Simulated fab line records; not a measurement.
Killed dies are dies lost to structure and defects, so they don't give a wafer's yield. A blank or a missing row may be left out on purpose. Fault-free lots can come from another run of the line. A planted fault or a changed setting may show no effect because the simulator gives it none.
Check for tools in common -- flow sky130 -- Sampled: 11 lots, 33 wafers

## REASON IT WAS OPENED
At SKY_METAL2_RS_MEAS_05 the reading METAL2_ALCU_RS is flagged on 3 of 11 lots. Fault-free wafers read 0.1220 ohm/sq, with a standard deviation of 0.0012.
Rule: a lot is flagged when every wafer of it that has a number lies more than 4 standard deviations from that mean, or none has a number. All remaining lots are regarded as sound.

lot,measured,on,"METAL2_ALCU_RS (ohm/sq), wafer by wafer",flag
L620,day 36 07:44,filmMetro-03,0.1212 0.1235 0.1206,
L623,day 36 14:35,filmMetro-03,0.1222 0.1213 0.1214,
L625,day 37 03:16,filmMetro-03,0.1392 0.1404 0.1396,FLAGGED
L626,day 37 13:13,filmMetro-04,0.1225 0.1213 0.1226,
L627,day 37 18:11,filmMetro-01,0.1388 0.1388 0.1402,FLAGGED
L629,day 38 02:44,filmMetro-01,0.1409 0.1396 0.1388,FLAGGED
L633,day 39 11:24,filmMetro-04,0.1193 0.1216 0.1193,
L635,day 40 01:26,filmMetro-04,0.1220 0.1215 0.1215,
L637,day 40 12:43,filmMetro-03,0.1226 0.1223 0.1235,
L638,day 40 23:52,filmMetro-01,0.1235 0.1198 0.1218,
L639,day 41 05:04,filmMetro-01,0.1197 0.1208 0.1209,
Average over the flagged lots: 0.1396 ohm/sq; offset from the usual +0.0176 ohm/sq, equal to +15 standard deviations.

## LOT BY LOT: THE TOOL USED
2 process steps preceding the reading are held in the record, out of 708 steps in the route. Cell contents, in order: the tool; ch with the chambers the sampled wafers went through; the start.
lot,flag,SKY_METAL1_SPUTTER_02,SKY_METAL2_SPUTTER_02
L620,,"pvdSputter-02, day 33 22:20","pvdSputter-01, day 36 07:36"
L623,,"pvdSputter-04, day 34 04:31","pvdSputter-03, day 36 14:29"
L625,FLAGGED,"pvdSputter-01, day 34 19:08","pvdSputter-03, day 37 03:10"
L626,,"pvdSputter-04, day 35 06:37","pvdSputter-01, day 37 13:04"
L627,FLAGGED,"pvdSputter-04, day 35 10:16","pvdSputter-03, day 37 18:05"
L629,FLAGGED,"pvdSputter-01, day 35 20:04","pvdSputter-03, day 38 02:37"
L633,,"pvdSputter-04, day 37 05:51","pvdSputter-01, day 39 11:16"
L635,,"pvdSputter-01, day 37 19:32","pvdSputter-02, day 40 01:21"
L637,,"pvdSputter-01, day 38 07:10","pvdSputter-03, day 40 12:35"
L638,,"pvdSputter-04, day 38 19:58","pvdSputter-01, day 40 23:46"
L639,,"pvdSputter-01, day 39 00:21","pvdSputter-03, day 41 04:56"
What the steps here do:
- SKY_METAL1_SPUTTER_02: material AlCu, target thk 250 nm, time 13.3 s.
- SKY_METAL2_SPUTTER_02: material AlCu, target thk 250 nm, time 13.79 s.
- SKY_METAL2_RS_MEAS_05: measures by four-point-probe.

## FLAGGED AGAINST TOTAL, ONE TOOL AT A TIME (gauges that did the reading follow at the end)
step,tool,lots run,flagged,share of the flagged lots,sound lots run after its first flagged lot
SKY_METAL1_SPUTTER_02,pvdSputter-01,5,2,some,"3 (L635,L637,L639)"
SKY_METAL1_SPUTTER_02,pvdSputter-02,1,0,none,-
SKY_METAL1_SPUTTER_02,pvdSputter-04,5,1,some,"2 (L633,L638)"
SKY_METAL2_SPUTTER_02,pvdSputter-01,4,0,none,-
SKY_METAL2_SPUTTER_02,pvdSputter-02,1,0,none,-
SKY_METAL2_SPUTTER_02,pvdSputter-03,6,3,all,"2 (L637,L639)"
SKY_METAL2_RS_MEAS_05,filmMetro-01,4,2,some,"2 (L638,L639)"
SKY_METAL2_RS_MEAS_05,filmMetro-03,4,1,some,1 (L637)
SKY_METAL2_RS_MEAS_05,filmMetro-04,3,0,none,-

## WHAT THE TABLE PERMITS
1 row of the table ran every flagged lot: pvdSputter-03 at SKY_METAL2_SPUTTER_02.
- pvdSputter-03 at SKY_METAL2_SPUTTER_02: 3 of its 6 lots flagged. Sound lots followed the first flagged one (L637, L639) on it, something a lasting fault affecting the whole tool could not allow.
No row of the table ran every flagged lot and no sound lot after the first.

## WHAT THE SIMULATOR HAD PUT IN
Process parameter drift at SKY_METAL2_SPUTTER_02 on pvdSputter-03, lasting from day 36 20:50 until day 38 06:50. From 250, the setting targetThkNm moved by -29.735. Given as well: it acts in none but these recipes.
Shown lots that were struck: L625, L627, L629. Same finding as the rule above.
